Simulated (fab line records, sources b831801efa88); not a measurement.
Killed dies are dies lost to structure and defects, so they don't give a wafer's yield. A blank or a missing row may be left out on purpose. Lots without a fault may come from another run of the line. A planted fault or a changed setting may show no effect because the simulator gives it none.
One fault seen from 2 desks | flow sky130 | each desk has only its own numbers; what lay behind them comes last

THE METROLOGY DESK
What the gauges read, lot by lot, whatever tool the lot ran on: means of the sampled wafers that have a number. A lot is out of limits, marked OUT, if its mean lies more than 4 standard deviations from the usual mean; the brackets give that distance.
Columns: A = POLY_GATE_OVL at SKY_POLY_GATE_OVL_MEAS_14, usual 2 nm; B = LDD_HVP_TW at SKY_LDD_HVP_TW_MEAS_10, usual 457
lot  | first seen here | A  | B
L250 | day 16 11:01    | 2  | 461
L259 | day 19 21:23    | -4 | 672 (+63) OUT
L261 | day 20 14:14    | 4  | 673 (+64) OUT
L262 | day 20 21:55    | 5  | 455
L265 | day 21 20:01    | 7  | 460
L267 | day 22 19:24    | 0  | 456
L268 | day 23 03:32    | 3  | 464
L269 | day 23 09:41    | 3  | 452
L270 | day 23 20:25    | 10 | 452
L271 | day 23 22:37    | -2 | 454
L272 | day 24 08:53    | 0  | 455
L273 | day 24 17:21    | -6 | 461
This desk's finding: out of limits on L259, L261; first on L259, day 25 00:43 (LDD_HVP_TW at SKY_LDD_HVP_TW_MEAS_10). In limits: L250, L262, L265, L267, L268, L269, L270, L271, L272, L273.

THE TOOL OWNER'S DESK: implanter-02
The tool's own readings at SKY_LDD_HVP_IMPLANT_08: means of the sampled wafers that have a number, for each lot that ran on this tool. A lot is out of limits, marked OUT, if its mean lies more than 4 standard deviations from the usual mean; the brackets give that distance.
Columns: A = dose_ions_cm2 at SKY_LDD_HVP_IMPLANT_08, usual 1.7e+13; B = end_station_pressure_torr at SKY_LDD_HVP_IMPLANT_08, usual 5.08e-06 Torr; C = faraday_current_uA at SKY_LDD_HVP_IMPLANT_08, usual 95.8
lot  | first seen here | A                         | B        | C
L250 | day 21 15:22    | 1.7e+13                   | 4.98e-06 | 93.6
L259 | day 25 00:28    | 6.0e+13 (+99 or more) OUT | 5.07e-06 | 335.0 (+99 or more) OUT
L261 | day 25 18:22    | 6.0e+13 (+99 or more) OUT | 5.42e-06 | 332.8 (+99 or more) OUT
L268 | day 28 03:28    | 1.7e+13                   | 5.10e-06 | 94.5
L269 | day 28 09:13    | 1.7e+13                   | 5.01e-06 | 96.1
L271 | day 28 21:32    | 1.7e+13                   | 4.88e-06 | 95.9
L272 | day 29 10:01    | 1.7e+13                   | 5.04e-06 | 95.4
This desk's finding: out of limits on L259, L261; first on L259, day 25 00:28 (dose_ions_cm2 at SKY_LDD_HVP_IMPLANT_08). In limits: L250, L268, L269, L271, L272.

PUT TOGETHER
The tool owner's desk could have raised an alarm at day 25 00:28, on L259, L261.
The metrology desk could have raised an alarm at day 25 00:43, on L259, L261.
Of the lots named, all ran SKY_LDD_HVP_IMPLANT_08 on implanter-02.

WHAT THE SIMULATOR HAD PUT IN
Process parameter drift: implanter-02, from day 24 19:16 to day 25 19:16, at SKY_LDD_HVP_IMPLANT_08. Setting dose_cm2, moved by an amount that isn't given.
Lots struck among those shown: L259, L261.
Hours from the fault's start to each desk's first reading out of limits: the tool owner's desk, 5; the metrology desk, 5.
